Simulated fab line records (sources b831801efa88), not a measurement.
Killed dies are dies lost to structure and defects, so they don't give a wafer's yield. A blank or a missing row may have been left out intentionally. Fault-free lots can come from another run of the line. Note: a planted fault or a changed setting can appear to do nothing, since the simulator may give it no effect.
fab line records | flow gf180mcu
record lots=14 | wafers=42 | lastDay=34
route steps=602 shown STI@1 LVPWELL@56 MVSD@77 MVPSD@89 HV_LDD@226
lots that met no fault: taken from a fault-free run of the same line
startH: the number of hours between the record's first day and the start of the first shown wafer of the lot | waitH: hours since the lot's step before | " as in the row above | L1.1+2: a single row standing in for several wafers | - no value, or no start given | * or withheld: withheld | < > ~ a bound
route shown NAME@n: names a module that has steps shown in the file, with the first one's number in the route | usual: mean/standard deviation of fault-free wafers | same: alike in all rows | chamber/n: place in a boat | sites: the reading at each site | _std_site: their standard deviation | _edge_site: outer sites' mean less inner sites' | radiusMm: for every site, how far away it sits from the centre of the wafer | mask NAME#n: copy n | behind: the tool/chamber that last shaped the wafer | hold: what put the lot on hold/how long, in hours/how the hold closed | device: the n, p or np transistor that did not switch | end of line: the tests these same wafers got at the end of their route | where a step has no rows: the recipe by itself | killed: at the first sort, the dies lost to defects and structure; wafer yield is something else | map: a wafer's dies, marking killed ones x, the rest . and places with no die _
set.NAME: the setting the step ran with; set.NAME@STEP: the setting that earlier step ran with | model.NAME: the simulator's own value behind a step, which no gauge read
one table for each step of the route and one row for each wafer, over a sample of lots
## steps
# step GF_STI_BOW_MEAS_00
# recipe mode=bow
# usual INCOMING_BOW=0/6.8
lot.wafer | tool         | chamber | startH | waitH | INCOMING_BOW[um]
L796.2    | filmMetro-04 | -       | 10.02  | -     | -8
L796.5    | "            | -       | "      | "     | -3
L796.6    | "            | -       | "      | "     | -3
L797.2    | filmMetro-01 | -       | 15.02  | -     | -19
L797.3    | "            | -       | "      | "     | 3
L797.4    | "            | -       | "      | "     | -7
L798.1    | filmMetro-01 | -       | 20.00  | -     | 12
L798.4    | "            | -       | "      | "     | 6
L798.6    | "            | -       | "      | "     | 3
L799.2    | filmMetro-01 | -       | 25.02  | -     | 3
L799.4    | "            | -       | "      | "     | 5
L799.5    | "            | -       | "      | "     | -13
L801.3    | filmMetro-01 | -       | 35.04  | -     | -7
L801.4    | "            | -       | "      | "     | 2
L801.5    | "            | -       | "      | "     | 3
L805.1    | filmMetro-03 | -       | 55.00  | -     | 3
L805.2    | "            | -       | "      | "     | 2
L805.6    | "            | -       | "      | "     | -1
L807.1    | filmMetro-01 | -       | 65.00  | -     | 3
L807.4    | "            | -       | "      | "     | 2
L807.6    | "            | -       | "      | "     | 4
L809.2    | filmMetro-04 | -       | 75.02  | -     | 11
L809.4    | "            | -       | "      | "     | 11
L809.6    | "            | -       | "      | "     | 10
L811.2    | filmMetro-04 | -       | 85.02  | -     | 2
L811.5    | "            | -       | "      | "     | -5
L811.6    | "            | -       | "      | "     | -13
L812.1    | filmMetro-01 | -       | 90.00  | -     | 2
L812.2    | "            | -       | "      | "     | -5
L812.5    | "            | -       | "      | "     | -4
L813.1    | filmMetro-01 | -       | 95.00  | -     | 0
L813.3    | "            | -       | "      | "     | 7
L813.4    | "            | -       | "      | "     | -1
L814.2    | filmMetro-03 | -       | 100.02 | -     | 1
L814.4    | "            | -       | "      | "     | 0
L814.5    | "            | -       | "      | "     | -17
L815.1    | filmMetro-03 | -       | 105.00 | -     | -2
L815.3    | "            | -       | "      | "     | 4
L815.6    | "            | -       | "      | "     | -6
L819.1    | filmMetro-03 | -       | 125.00 | -     | 8
L819.3    | "            | -       | "      | "     | -10
L819.6    | "            | -       | "      | "     | -2
# step GF_STI_THK_MEAS_22
# recipe reads=SiO2_of_STI_OXIDATION_21
# usual STI_OXIDATION_01_THK=15.0/0.35
lot.wafer | tool         | chamber | startH | waitH | STI_OXIDATION_01_THK[nm]
L796.2    | filmMetro-01 | -       | 30.51  | 0.0   | 15.1
L796.5    | "            | -       | "      | "     | 15.1
L796.6    | "            | -       | "      | "     | 14.9
L797.2    | filmMetro-03 | -       | 36.19  | 0.0   | 15.5
L797.3    | "            | -       | "      | "     | 15.5
L797.4    | "            | -       | "      | "     | 15.4
L798.1    | filmMetro-01 | -       | 40.38  | 0.0   | 14.9
L798.4    | "            | -       | "      | "     | 15.1
L798.6    | "            | -       | "      | "     | 14.9
L799.2    | filmMetro-04 | -       | 43.94  | 0.0   | 14.7
L799.4    | "            | -       | "      | "     | 14.8
L799.5    | "            | -       | "      | "     | 15.1
L801.3    | filmMetro-04 | -       | 53.14  | 0.0   | 14.3
L801.4    | "            | -       | "      | "     | 14.7
L801.5    | "            | -       | "      | "     | 14.6
L805.1    | filmMetro-03 | -       | 73.69  | 0.0   | 15.4
L805.2    | "            | -       | "      | "     | 15.3
L805.6    | "            | -       | "      | "     | 15.2
L807.1    | filmMetro-03 | -       | 82.60  | 0.0   | 14.5
L807.4    | "            | -       | "      | "     | 14.7
L807.6    | "            | -       | "      | "     | 14.6
L809.2    | filmMetro-03 | -       | 95.55  | 0.0   | 15.1
L809.4    | "            | -       | "      | "     | 15.1
L809.6    | "            | -       | "      | "     | 15.3
L811.2    | filmMetro-03 | -       | 104.05 | 0.0   | 14.4
L811.5    | "            | -       | "      | "     | 14.5
L811.6    | "            | -       | "      | "     | 14.6
L812.1    | filmMetro-03 | -       | 109.94 | 0.1   | 15.2
L812.2    | "            | -       | "      | "     | 15.2
L812.5    | "            | -       | "      | "     | 15.3
L813.1    | filmMetro-04 | -       | 114.80 | 0.0   | 14.6
L813.3    | "            | -       | "      | "     | 14.8
L813.4    | "            | -       | "      | "     | 14.5
L814.2    | filmMetro-04 | -       | 119.71 | 0.0   | 14.9
L814.4    | "            | -       | "      | "     | 14.8
L814.5    | "            | -       | "      | "     | 14.9
L815.1    | filmMetro-04 | -       | 125.04 | 0.0   | 15.2
L815.3    | "            | -       | "      | "     | 14.7
L815.6    | "            | -       | "      | "     | 14.9
L819.1    | filmMetro-01 | -       | 145.14 | 0.0   | 15.7
L819.3    | "            | -       | "      | "     | 15.4
L819.6    | "            | -       | "      | "     | 15.7
# step GF_LVPWELL_COAT_02
# recipe spinRpm=2000 | resistThkNm=3000
# usual chillPlateTempC=23.01/0.093 | dispensePressureKPa=49/4.2
lot.wafer | tool          | chamber | startH | waitH | chillPlateTempC | dispensePressureKPa
L796.2    | lithoTrack-01 | 0       | 65.67  | 0.1   | 23.00           | 55
L796.5    | "             | 0       | "      | "     | 23.13           | 55
L796.6    | "             | 0       | "      | "     | 23.17           | 55
L797.2    | lithoTrack-01 | 0       | 72.42  | 0.1   | 23.11           | 55
L797.3    | "             | 0       | "      | "     | 23.13           | 55
L797.4    | "             | 0       | "      | "     | 23.00           | 55
L798.1    | lithoTrack-04 | 0       | 74.99  | 0.1   | 22.99           | 46
L798.4    | "             | 0       | "      | "     | 23.14           | 46
L798.6    | "             | 0       | "      | "     | 22.98           | 46
L799.2    | lithoTrack-03 | 0       | 78.27  | 0.1   | 23.09           | 47
L799.4    | "             | 0       | "      | "     | 23.07           | 47
L799.5    | "             | 0       | "      | "     | 23.04           | 47
L801.3    | lithoTrack-01 | 0       | 89.00  | 0.1   | 23.07           | 55
L801.4    | "             | 0       | "      | "     | 23.06           | 55
L801.5    | "             | 0       | "      | "     | 22.89           | 55
L805.1    | lithoTrack-03 | 0       | 111.25 | 0.1   | 23.03           | 47
L805.2    | "             | 0       | "      | "     | 23.00           | 47
L805.6    | "             | 0       | "      | "     | 22.84           | 47
L807.1    | lithoTrack-01 | 0       | 121.49 | 0.1   | 23.00           | 55
L807.4    | "             | 0       | "      | "     | 22.87           | 55
L807.6    | "             | 0       | "      | "     | 22.96           | 55
L809.2    | lithoTrack-04 | 0       | 133.91 | 0.1   | 22.88           | 46
L809.4    | "             | 0       | "      | "     | 23.15           | 46
L809.6    | "             | 0       | "      | "     | 23.02           | 46
L811.2    | lithoTrack-04 | 0       | 143.01 | 0.1   | 22.93           | 46
L811.5    | "             | 0       | "      | "     | 22.91           | 46
L811.6    | "             | 0       | "      | "     | 22.81           | 46
L812.1    | lithoTrack-03 | 0       | 150.59 | 0.1   | 22.66           | 47
L812.2    | "             | 0       | "      | "     | 22.92           | 47
L812.5    | "             | 0       | "      | "     | 23.10           | 47
L813.1    | lithoTrack-04 | -       | 155.68 | 0.1   | -               | -
L813.3    | "             | -       | "      | "     | -               | -
L813.4    | "             | -       | "      | "     | -               | -
L814.2    | lithoTrack-01 | -       | 160.47 | 0.1   | -               | -
L814.4    | "             | -       | "      | "     | -               | -
L814.5    | "             | -       | "      | "     | -               | -
L815.1    | lithoTrack-04 | 0       | 166.43 | 0.1   | 23.07           | 46
L815.3    | "             | 0       | "      | "     | 23.14           | 46
L815.6    | "             | 0       | "      | "     | 23.18           | 46
L819.1    | lithoTrack-04 | 0       | 188.63 | 0.1   | 23.11           | 46
L819.3    | "             | 0       | "      | "     | 23.12           | 46
L819.6    | "             | 0       | "      | "     | 23.09           | 46
# step GF_LVPWELL_OVL_MEAS_07
# usual LVPWELL_OVL=0.2/1.1
lot.wafer | tool       | chamber | startH | waitH | LVPWELL_OVL[nm]
L796.2    | overlay-02 | -       | 72.45  | -     | -3.4
L796.5    | "          | -       | "      | "     | -1.1
L796.6    | "          | -       | "      | "     | -1.2
L797.2    | overlay-02 | -       | 78.99  | -     | -1.5
L797.3    | "          | -       | "      | "     | -0.5
L797.4    | "          | -       | "      | "     | 0.1
L798.1    | overlay-01 | -       | 81.15  | -     | 0.3
L798.4    | "          | -       | "      | "     | 1.2
L798.6    | "          | -       | "      | "     | 0.1
L799.2    | overlay-01 | -       | 85.45  | -     | -0.1
L799.4    | "          | -       | "      | "     | 0.0
L799.5    | "          | -       | "      | "     | -0.4
L801.3    | overlay-02 | -       | 95.56  | -     | -1.2
L801.4    | "          | -       | "      | "     | -0.6
L801.5    | "          | -       | "      | "     | -0.5
L805.1    | overlay-02 | -       | 119.10 | -     | 0.7
L805.2    | "          | -       | "      | "     | 1.8
L805.6    | "          | -       | "      | "     | 1.7
L807.1    | overlay-02 | -       | 128.54 | -     | -0.7
L807.4    | "          | -       | "      | "     | -2.2
L807.6    | "          | -       | "      | "     | -0.8
L809.2    | overlay-02 | -       | 141.95 | -     | 0.6
L809.4    | "          | -       | "      | "     | -0.5
L809.6    | "          | -       | "      | "     | 1.2
L811.2    | overlay-02 | -       | 150.94 | -     | 1.4
L811.5    | "          | -       | "      | "     | 0.4
L811.6    | "          | -       | "      | "     | 1.8
L812.1    | overlay-02 | -       | 158.54 | -     | 1.0
L812.2    | "          | -       | "      | "     | 0.9
L812.5    | "          | -       | "      | "     | -0.1
L813.1    | overlay-01 | -       | 163.78 | -     | -
L813.3    | "          | -       | "      | "     | -
L813.4    | "          | -       | "      | "     | -
L814.2    | overlay-02 | -       | 168.60 | -     | -
L814.4    | "          | -       | "      | "     | -
L814.5    | "          | -       | "      | "     | -
L815.1    | overlay-01 | -       | 174.93 | -     | -0.5
L815.3    | "          | -       | "      | "     | 0.9
L815.6    | "          | -       | "      | "     | 0.0
L819.1    | overlay-02 | -       | 196.68 | -     | 1.1
L819.3    | "          | -       | "      | "     | 0.1
L819.6    | "          | -       | "      | "     | -1.3
# step GF_MVSD_TW_MEAS_11
# usual MVSD_TW=1585/9.6
lot.wafer | tool         | chamber | startH | waitH | MVSD_TW
L796.2    | filmMetro-01 | -       | 86.88  | 0.1   | 1571
L796.5    | "            | -       | "      | "     | 1571
L796.6    | "            | -       | "      | "     | 1583
L797.2    | filmMetro-02 | -       | 93.94  | 0.1   | 1599
L797.3    | "            | -       | "      | "     | 1593
L797.4    | "            | -       | "      | "     | 1592
L798.1    | filmMetro-01 | -       | 95.53  | 0.1   | 1575
L798.4    | "            | -       | "      | "     | 1580
L798.6    | "            | -       | "      | "     | 1573
L799.2    | filmMetro-01 | -       | 100.23 | 0.1   | 1582
L799.4    | "            | -       | "      | "     | 1578
L799.5    | "            | -       | "      | "     | 1575
L801.3    | filmMetro-02 | -       | 110.29 | 0.1   | 1601
L801.4    | "            | -       | "      | "     | 1600
L801.5    | "            | -       | "      | "     | 1603
L805.1    | filmMetro-03 | -       | 134.02 | 0.1   | 1602
L805.2    | "            | -       | "      | "     | 1591
L805.6    | "            | -       | "      | "     | 1591
L807.1    | filmMetro-03 | -       | 144.12 | 0.1   | 1603
L807.4    | "            | -       | "      | "     | 1596
L807.6    | "            | -       | "      | "     | 1592
L809.2    | filmMetro-03 | -       | 158.38 | 0.1   | 1598
L809.4    | "            | -       | "      | "     | 1592
L809.6    | "            | -       | "      | "     | 1591
L811.2    | filmMetro-01 | -       | 168.30 | 0.1   | 1580
L811.5    | "            | -       | "      | "     | 1578
L811.6    | "            | -       | "      | "     | 1590
L812.1    | filmMetro-03 | -       | 175.58 | 0.1   | 1588
L812.2    | "            | -       | "      | "     | 1585
L812.5    | "            | -       | "      | "     | 1594
L813.1    | filmMetro-01 | -       | 179.62 | 0.1   | 1606
L813.3    | "            | -       | "      | "     | 1596
L813.4    | "            | -       | "      | "     | 1598
L814.2    | filmMetro-02 | -       | 185.48 | 0.1   | 1619
L814.4    | "            | -       | "      | "     | 1627
L814.5    | "            | -       | "      | "     | 1610
L815.1    | filmMetro-03 | -       | 192.47 | 0.1   | 1578
L815.3    | "            | -       | "      | "     | 1579
L815.6    | "            | -       | "      | "     | 1581
L819.1    | filmMetro-03 | -       | 214.38 | 0.1   | 1590
L819.3    | "            | -       | "      | "     | 1588
L819.6    | "            | -       | "      | "     | 1583
# step GF_MVPSD_TW_MEAS_11
# usual MVPSD_TW=556/4.6
lot.wafer | tool         | chamber | startH | waitH | MVPSD_TW
L796.2    | filmMetro-02 | -       | 100.99 | 0.1   | 563
L796.5    | "            | -       | "      | "     | 562
L796.6    | "            | -       | "      | "     | 564
L797.2    | filmMetro-01 | -       | 108.33 | 0.1   | 554
L797.3    | "            | -       | "      | "     | 554
L797.4    | "            | -       | "      | "     | 550
L798.1    | filmMetro-03 | -       | 110.00 | 0.1   | 557
L798.4    | "            | -       | "      | "     | 556
L798.6    | "            | -       | "      | "     | 558
L799.2    | filmMetro-02 | -       | 114.74 | 0.1   | 559
L799.4    | "            | -       | "      | "     | 563
L799.5    | "            | -       | "      | "     | 561
L801.3    | filmMetro-02 | -       | 124.35 | 0.1   | 563
L801.4    | "            | -       | "      | "     | 565
L801.5    | "            | -       | "      | "     | 565
L805.1    | filmMetro-01 | -       | 149.88 | 0.1   | 559
L805.2    | "            | -       | "      | "     | 553
L805.6    | "            | -       | "      | "     | 556
L807.1    | filmMetro-01 | -       | 160.19 | 0.1   | 553
L807.4    | "            | -       | "      | "     | 556
L807.6    | "            | -       | "      | "     | 552
L809.2    | filmMetro-01 | -       | 174.28 | 0.1   | 554
L809.4    | "            | -       | "      | "     | 552
L809.6    | "            | -       | "      | "     | 556
L811.2    | filmMetro-02 | -       | 185.13 | 0.1   | 559
L811.5    | "            | -       | "      | "     | 561
L811.6    | "            | -       | "      | "     | 561
L812.1    | filmMetro-01 | -       | 192.82 | 0.1   | 551
L812.2    | "            | -       | "      | "     | 551
L812.5    | "            | -       | "      | "     | 554
L813.1    | filmMetro-02 | -       | 196.89 | 0.1   | 702
L813.3    | "            | -       | "      | "     | 700
L813.4    | "            | -       | "      | "     | 703
L814.2    | filmMetro-01 | -       | 202.89 | 0.1   | 690
L814.4    | "            | -       | "      | "     | 691
L814.5    | "            | -       | "      | "     | 689
L815.1    | filmMetro-01 | -       | 209.78 | 0.1   | 552
L815.3    | "            | -       | "      | "     | 552
L815.6    | "            | -       | "      | "     | 549
L819.1    | filmMetro-01 | -       | 232.44 | 0.1   | 551
L819.3    | "            | -       | "      | "     | 552
L819.6    | "            | -       | "      | "     | 551
# step GF_HV_LDD_TW_MEAS_50
# usual HV_LDD_4_TW=574/5.2
lot.wafer | tool         | chamber | startH | waitH | HV_LDD_4_TW
L796.2    | filmMetro-02 | -       | 278.82 | 0.1   | 577
L796.5    | "            | -       | "      | "     | 578
L796.6    | "            | -       | "      | "     | 576
L797.2    | filmMetro-01 | -       | 285.47 | 0.1   | 567
L797.3    | "            | -       | "      | "     | 571
L797.4    | "            | -       | "      | "     | 571
L798.1    | filmMetro-02 | -       | 291.21 | 0.1   | 572
L798.4    | "            | -       | "      | "     | 574
L798.6    | "            | -       | "      | "     | 576
L799.2    | filmMetro-02 | -       | 296.17 | 0.1   | 576
L799.4    | "            | -       | "      | "     | 573
L799.5    | "            | -       | "      | "     | 577
L801.3    | filmMetro-03 | -       | 309.78 | 0.1   | 572
L801.4    | "            | -       | "      | "     | 572
L801.5    | "            | -       | "      | "     | 575
L805.1    | filmMetro-02 | -       | 343.16 | 0.1   | 576
L805.2    | "            | -       | "      | "     | 578
L805.6    | "            | -       | "      | "     | 575
L807.1    | filmMetro-02 | -       | 358.80 | 0.1   | 578
L807.4    | "            | -       | "      | "     | 583
L807.6    | "            | -       | "      | "     | 581
L809.2    | filmMetro-02 | -       | 376.66 | 0.1   | 577
L809.4    | "            | -       | "      | "     | 580
L809.6    | "            | -       | "      | "     | 580
L811.2    | filmMetro-02 | -       | 391.35 | 0.1   | 575
L811.5    | "            | -       | "      | "     | 577
L811.6    | "            | -       | "      | "     | 578
L812.1    | filmMetro-02 | -       | 401.73 | 0.1   | 577
L812.2    | "            | -       | "      | "     | 576
L812.5    | "            | -       | "      | "     | 574
L813.1    | filmMetro-01 | -       | 408.65 | 0.1   | 565
L813.3    | "            | -       | "      | "     | 564
L813.4    | "            | -       | "      | "     | 564
L814.2    | filmMetro-02 | -       | 412.90 | 0.1   | 579
L814.4    | "            | -       | "      | "     | 575
L814.5    | "            | -       | "      | "     | 578
L815.1    | filmMetro-01 | -       | 427.54 | 0.1   | 563
L815.3    | "            | -       | "      | "     | 560
L815.6    | "            | -       | "      | "     | 563
L819.1    | filmMetro-03 | -       | 456.65 | 0.1   | 571
L819.3    | "            | -       | "      | "     | 568
L819.6    | "            | -       | "      | "     | 568
## key
firstSign step=GF_LVPWELL_COAT_02 | reading=toolRecord | direction=missing
effect step=GF_LVPWELL_OVL_MEAS_07 | reading=LVPWELL_OVL | direction=missing
effect step=GF_MVSD_TW_MEAS_11 | reading=MVSD_TW | direction=up | sigmas=2.5 | usual=1585 | struck=1609
effect step=GF_MVPSD_TW_MEAS_11 | reading=MVPSD_TW | direction=up | sigmas=31 | usual=556 | struck=696
metAt GF_LVPWELL_COAT_02
struckLots L813,L814
sortLeftOut L813.1,L813.3,L813.4,L814.2,L814.4,L814.5
testerLeftOut L813,L814
notActingAt GF_STI_BOW_MEAS_00,GF_STI_THK_MEAS_22,GF_HV_LDD_TW_MEAS_50
onsetBetween 143.01 155.68
fault kind=skippedStepWhole | tool=lithoTrack-01,lithoTrack-04 | chamber=- | onsetH=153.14 | steps=GF_LVPWELL_COAT_02 | scope=struckLotsOnly
# testerLeftOut: of these lots the tester's yield and bins aren't shown, on N5 and GAA mostly nor the transistor test; their killed dies are dies lost to structure and defects alone, not to doping, threshold or leakage, so they don't give the yield
# sortLeftOut: the simulated sort isn't trusted on such a fault, so these wafers' sort isn't shown, and their yield isn't known
